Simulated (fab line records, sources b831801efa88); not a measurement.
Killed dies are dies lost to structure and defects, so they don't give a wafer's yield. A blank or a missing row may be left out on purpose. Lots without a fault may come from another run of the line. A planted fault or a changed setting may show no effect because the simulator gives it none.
Which tool did it? | flow gf180mcu | 24 lots, 72 wafers sampled, at 6 steps of a route of 602

WHAT THE GAUGES READ, wafer by wafer
GF_V1_THK_MEAS_25: measures by xrf.
lot  | measured     | on            | V1_W_THK (nm)
L074 | day 17 23:15 | film_metro-02 | 360 361 358
L075 | day 18 11:11 | film_metro-01 | 348 354 355
L076 | day 18 18:05 | film_metro-01 | 351 348 347
L077 | day 19 01:46 | film_metro-02 | 349 349 348
L078 | day 19 17:54 | film_metro-01 | 354 353 351
L079 | day 20 06:49 | film_metro-02 | 346 351 346
L080 | day 20 12:57 | film_metro-01 | 347 348 345
L081 | day 20 23:25 | film_metro-03 | 345 345 344
L082 | day 21 20:21 | film_metro-02 | 350 348 354
L083 | day 22 02:38 | film_metro-01 | 353 356 352
L084 | day 22 03:35 | film_metro-02 | 349 345 347
L086 | day 22 19:12 | film_metro-01 | 342 344 343
L085 | day 22 20:32 | film_metro-03 | 346 345 345
L087 | day 23 11:18 | film_metro-03 | 348 350 351
L088 | day 23 19:01 | film_metro-02 | 351 354 350
L089 | day 23 19:38 | film_metro-01 | 346 342 343
L090 | day 24 06:28 | film_metro-01 | 346 348 351
L091 | day 24 16:22 | film_metro-03 | 349 348 343
L092 | day 24 22:51 | film_metro-03 | 341 343 342
L094 | day 25 08:15 | film_metro-02 | 347 349 344
L093 | day 25 09:28 | film_metro-01 | 353 355 348
L095 | day 25 16:43 | film_metro-01 | 353 353 346
L096 | day 25 19:15 | film_metro-02 | 343 344 346
L097 | day 26 03:12 | film_metro-03 | 349 360 351

GF_V3_THK_MEAS_03.
lot  | measured     | on            | V3_CVD_02_THK (nm)
L074 | day 21 08:57 | film_metro-03 | 845 867 858
L075 | day 21 14:45 | film_metro-02 | 849 853 838
L076 | day 21 23:32 | film_metro-01 | 826 844 836
L077 | day 22 06:26 | film_metro-02 | 822 836 851
L078 | day 22 22:11 | film_metro-03 | 851 863 868
L079 | day 23 09:34 | film_metro-02 | 851 838 852
L080 | day 23 16:21 | film_metro-01 | 838 850 854
L081 | day 24 00:50 | film_metro-02 | 857 855 852
L082 | day 24 21:26 | film_metro-01 | 833 844 847
L083 | day 25 02:47 | film_metro-01 | 846 834 871
L084 | day 25 03:17 | film_metro-01 | 844 849 864
L086 | day 25 20:19 | film_metro-02 | 851 853 850
L085 | day 25 19:37 | film_metro-03 | 848 844 839
L087 | day 26 08:23 | film_metro-03 | 847 856 855
L088 | day 26 14:34 | film_metro-01 | 849 850 848
L089 | day 26 16:41 | film_metro-01 | 831 840 848
L090 | day 27 02:31 | film_metro-03 | 854 860 853
L091 | day 27 10:35 | film_metro-03 | 859 865 862
L092 | day 27 18:02 | film_metro-03 | 855 870 865
L094 | day 28 00:57 | film_metro-02 | 856 852 866
L093 | day 28 01:55 | film_metro-03 | 845 876 880
L095 | day 28 09:51 | film_metro-03 | 838 847 843
L096 | day 28 11:34 | film_metro-01 | 841 852 861
L097 | day 28 19:25 | film_metro-02 | 856 866 860

GF_M4_RS_MEAS_05: measures by four-point-probe.
lot  | measured     | on            | M4_ALCU_RS (ohm/sq)
L074 | day 22 11:04 | film_metro-02 | 0.0703 0.0692 0.0709
L075 | day 22 16:22 | film_metro-01 | 0.0689 0.0684 0.0679
L076 | day 23 01:13 | film_metro-01 | 0.0702 0.0691 0.0695
L077 | day 23 06:54 | film_metro-02 | 0.0705 0.0694 0.0693
L078 | day 23 22:58 | film_metro-02 | 0.0698 0.0686 0.0708
L079 | day 24 09:50 | film_metro-04 | 0.0674 0.0672 0.0674
L080 | day 24 18:02 | film_metro-04 | 0.0689 0.0694 0.0704
L081 | day 25 01:50 | film_metro-01 | 0.0688 0.0682 0.0688
L082 | day 25 20:47 | film_metro-04 | 0.0697 0.0701 0.0700
L083 | day 26 01:59 | film_metro-01 | 0.0699 0.0712 0.0707
L084 | day 26 02:38 | film_metro-01 | 0.0682 0.0696 0.0684
L086 | day 26 19:32 | film_metro-02 | 0.0673 0.0682 0.0679
L085 | day 26 18:37 | film_metro-01 | 0.0694 0.0686 0.0691
L087 | day 27 06:35 | film_metro-01 | 0.0704 0.0706 0.0707
L088 | day 27 13:19 | film_metro-02 | 0.0689 0.0681 0.0684
L089 | day 27 15:07 | film_metro-01 | 0.0701 0.0713 0.0696
L090 | day 28 00:46 | film_metro-01 | 0.0699 0.0688 0.0692
L091 | day 28 07:43 | film_metro-02 | 0.0695 0.0685 0.0695
L092 | day 28 15:55 | film_metro-01 | 0.0699 0.0692 0.0704
L094 | day 28 22:23 | film_metro-02 | 0.0689 0.0682 0.0682
L093 | day 28 23:28 | film_metro-02 | 0.0677 0.0687 0.0688
L095 | day 29 06:52 | film_metro-01 | 0.0688 0.0688 0.0700
L096 | day 29 08:44 | film_metro-01 | 0.0688 0.0695 0.0700
L097 | day 29 16:55 | film_metro-02 | 0.0694 0.0700 0.0697

WHICH TOOL RAN EACH LOT (tool, then ch and the chambers of the sampled wafers, then the start)
lot  | GF_M1_STRIP_17                       | GF_V1_SPUTTER_21             | GF_V2_CMP_04
L074 | plasma_asher-04 ch 1, day 16 22:28   | pvd_sputter-02, day 17 22:55 | cmp-02 ch 0,1,3, day 19 05:32
L075 | plasma_asher-02 ch 0,1, day 17 09:46 | pvd_sputter-01, day 18 10:52 | cmp-01 ch 1,2,3, day 19 12:43
L076 | plasma_asher-04 ch 1, day 17 16:35   | pvd_sputter-01, day 18 17:46 | cmp-01 ch 0,1, day 19 21:15
L077 | plasma_asher-01 ch 0,1, day 17 23:32 | pvd_sputter-01, day 19 01:26 | cmp-01 ch 1,2,3, day 20 03:33
L078 | plasma_asher-01 ch 0,1, day 18 15:15 | pvd_sputter-04, day 19 17:34 | cmp-02 ch 0,2,3, day 20 19:27
L079 | plasma_asher-02 ch 0,1, day 19 04:29 | pvd_sputter-01, day 20 06:28 | cmp-01 ch 0,3, day 21 08:03
L080 | plasma_asher-01 ch 0,1, day 19 10:56 | pvd_sputter-01, day 20 12:37 | cmp-02 ch 0,3, day 21 14:02
L081 | plasma_asher-02 ch 0,1, day 19 21:08 | pvd_sputter-01, day 20 23:05 | cmp-01 ch 1,2, day 22 00:35
L082 | plasma_asher-02 ch 0, day 20 18:10   | pvd_sputter-02, day 21 20:01 | cmp-01 ch 0,2,3, day 22 21:43
L083 | plasma_asher-01 ch 0,1, day 21 00:46 | pvd_sputter-01, day 22 02:19 | cmp-01 ch 0,1,2, day 23 03:01
L084 | plasma_asher-02 ch 0,1, day 21 01:25 | pvd_sputter-04, day 22 03:16 | cmp-01 ch 1,2, day 23 04:26
L086 | plasma_asher-04 ch 0,1, day 21 17:41 | pvd_sputter-01, day 22 18:50 | cmp-01 ch 1,2,3, day 23 19:35
L085 | plasma_asher-01 ch 0,1, day 21 19:03 | pvd_sputter-04, day 22 20:10 | cmp-01 ch 0,2,3, day 23 21:00
L087 | plasma_asher-02 ch 0,1, day 22 09:41 | pvd_sputter-01, day 23 10:58 | cmp-02 ch 0,1, day 24 10:47
L088 | plasma_asher-01 ch 0,1, day 22 18:14 | pvd_sputter-01, day 23 18:40 | cmp-02 ch 0,1,2, day 24 18:35
L089 | plasma_asher-01 ch 0,1, day 22 18:50 | pvd_sputter-04, day 23 19:19 | cmp-01 ch 0,1,2, day 24 18:49
L090 | plasma_asher-01 ch 0,1, day 23 04:44 | pvd_sputter-01, day 24 06:07 | cmp-01 ch 1,2,3, day 25 05:32
L091 | plasma_asher-01 ch 0,1, day 23 13:56 | pvd_sputter-02, day 24 16:00 | cmp-02 ch 0,2,3, day 25 15:12
L092 | plasma_asher-01 ch 0,1, day 23 22:46 | pvd_sputter-04, day 24 22:31 | cmp-02 ch 0,1,2, day 25 22:25
L094 | plasma_asher-02 ch 0,1, day 24 07:28 | pvd_sputter-01, day 25 07:55 | cmp-02 ch 0,1,3, day 26 06:04
L093 | plasma_asher-04 ch 0,1, day 24 09:37 | pvd_sputter-02, day 25 09:06 | cmp-02 ch 0,1,2, day 26 06:56
L095 | plasma_asher-04 ch 0,1, day 24 16:01 | pvd_sputter-04, day 25 16:23 | cmp-02 ch 0,2,3, day 26 14:57
L096 | plasma_asher-01 ch 0,1, day 24 19:40 | pvd_sputter-02, day 25 18:54 | cmp-01 ch 0,2,3, day 26 17:22
L097 | plasma_asher-04 ch 0,1, day 25 03:28 | pvd_sputter-04, day 26 02:50 | cmp-01 ch 0,2,3, day 27 00:53
- GF_M1_STRIP_17: strips in O2/N2.
- GF_V1_SPUTTER_21: material Ti, target thk 15 nm, time 80.02 s.
- GF_V2_CMP_04: polishes SiO2.

WHAT THE TOOLS THEMSELVES READ (means of the sampled wafers that have a number; where no wafer has one, the mark that the record gives instead)
GF_M1_STRIP_17.
lot  | tool            | drypump_motor_current_A (A) | heater_power_w (W) | oes_product_au (a.u.) | strip_time_to_endpoint_s (s)
L074 | plasma_asher-04 | 6.5                         | 336                | 0.557                 | 7.84
L075 | plasma_asher-02 | 5.5                         | 335                | 0.556                 | 7.85
L076 | plasma_asher-04 | 6.5                         | 331                | 0.554                 | 7.79
L077 | plasma_asher-01 | 5.3                         | 341                | 0.562                 | 7.89
L078 | plasma_asher-01 | 5.3                         | 337                | 0.557                 | 7.80
L079 | plasma_asher-02 | 5.3                         | 315                | 0.558                 | 7.82
L080 | plasma_asher-01 | 5.3                         | 339                | 0.556                 | 7.83
L081 | plasma_asher-02 | 5.3                         | 316                | 0.562                 | 7.94
L082 | plasma_asher-02 | 5.6                         | 336                | 0.559                 | 7.87
L083 | plasma_asher-01 | 5.7                         | 345                | 0.557                 | 7.87
L084 | plasma_asher-02 | 5.4                         | 324                | 0.557                 | 7.86
L086 | plasma_asher-04 | 5.5                         | 299                | 0.558                 | 7.88
L085 | plasma_asher-01 | 5.3                         | 346                | 0.561                 | 7.94
L087 | plasma_asher-02 | 5.3                         | 317                | 0.559                 | 7.87
L088 | plasma_asher-01 | 5.7                         | 351                | 0.562                 | 7.96
L089 | plasma_asher-01 | 5.3                         | 343                | 0.559                 | 7.84
L090 | plasma_asher-01 | 5.7                         | 348                | 0.550                 | 7.83
L091 | plasma_asher-01 | 5.7                         | 344                | 0.559                 | 7.89
L092 | plasma_asher-01 | 5.7                         | 353                | 0.557                 | 7.90
L094 | plasma_asher-02 | 5.4                         | 328                | 0.558                 | 7.88
L093 | plasma_asher-04 | 6.0                         | 319                | 0.556                 | 7.87
L095 | plasma_asher-04 | 5.5                         | 300                | 0.555                 | 7.87
L096 | plasma_asher-01 | 5.7                         | 344                | 0.557                 | 7.88
L097 | plasma_asher-04 | 5.5                         | 299                | 0.560                 | 7.92

GF_V1_SPUTTER_21.
lot  | tool           | throttle_valve_pct (%)
L074 | pvd_sputter-02 | 29.6
L075 | pvd_sputter-01 | 28.8
L076 | pvd_sputter-01 | 29.4
L077 | pvd_sputter-01 | 29.6
L078 | pvd_sputter-04 | 29.9
L079 | pvd_sputter-01 | 28.8
L080 | pvd_sputter-01 | 29.8
L081 | pvd_sputter-01 | 28.8
L082 | pvd_sputter-02 | 30.1
L083 | pvd_sputter-01 | 29.4
L084 | pvd_sputter-04 | 29.6
L086 | pvd_sputter-01 | 29.5
L085 | pvd_sputter-04 | 29.3
L087 | pvd_sputter-01 | 29.7
L088 | pvd_sputter-01 | 29.7
L089 | pvd_sputter-04 | 29.3
L090 | pvd_sputter-01 | 28.8
L091 | pvd_sputter-02 | 30.4
L092 | pvd_sputter-04 | 29.8
L094 | pvd_sputter-01 | 28.7
L093 | pvd_sputter-02 | 30.5
L095 | pvd_sputter-04 | 29.3
L096 | pvd_sputter-02 | 30.8
L097 | pvd_sputter-04 | 28.8

GF_V2_CMP_04.
lot  | tool   | motor_current_A (A) | slurry_filter_dp_kPa (kPa) | time_to_endpoint_s (s)
L074 | cmp-02 | 12.2                | 13.37                      | 80
L075 | cmp-01 | 12.8                | 13.41                      | 85
L076 | cmp-01 | 12.0                | 13.58                      | 87
L077 | cmp-01 | 12.7                | 13.50                      | 89
L078 | cmp-02 | 11.2                | 13.56                      | 81
L079 | cmp-01 | 12.2                | 13.54                      | 92
L080 | cmp-02 | 11.8                | 13.45                      | 77
L081 | cmp-01 | 12.4                | 13.57                      | 90
L082 | cmp-01 | 12.5                | 13.52                      | 90
L083 | cmp-01 | 12.2                | 13.48                      | 94
L084 | cmp-01 | 12.3                | 13.58                      | 87
L086 | cmp-01 | 12.7                | 13.50                      | 90
L085 | cmp-01 | 12.1                | 13.59                      | 89
L087 | cmp-02 | 13.2                | 13.50                      | 82
L088 | cmp-02 | 12.0                | 13.45                      | 76
L089 | cmp-01 | 12.2                | 13.49                      | 86
L090 | cmp-01 | 12.5                | 13.56                      | 83
L091 | cmp-02 | 11.4                | 13.42                      | 76
L092 | cmp-02 | 12.1                | 13.52                      | 85
L094 | cmp-02 | 12.8                | 13.56                      | 73
L093 | cmp-02 | 12.0                | 13.39                      | 86
L095 | cmp-02 | 11.4                | 13.47                      | 87
L096 | cmp-01 | 12.6                | 13.56                      | 83
L097 | cmp-01 | 12.6                | 13.59                      | 83

THE ANSWER, worked out from the rows above alone
Rule: what is usual is taken from the lots themselves. Put in order of their means at a reading, lots are off if they are a third of the lots or fewer, leave a main group of 4 or more, and stand apart from it by a gap of 3 or more times the standard deviation of the main group's means; of several such gaps the widest counts. A main group whose means are all the same, to the digits that the tables above print for the reading, isn't used. A lot without any number at a reading at which 4 lots or more have one is off too. The other lots that the step has rows for count as sound. The gauges are gone through in route order, then the tools' own readings, and for those a lot's mean is taken as printed above. The first step at which some lot is off is used, and at that step the reading that is off furthest; a lot without a number counts as furthest.
No lot is off at any reading shown: from this, nothing can be told.

WHAT THE SIMULATOR HAD PUT IN
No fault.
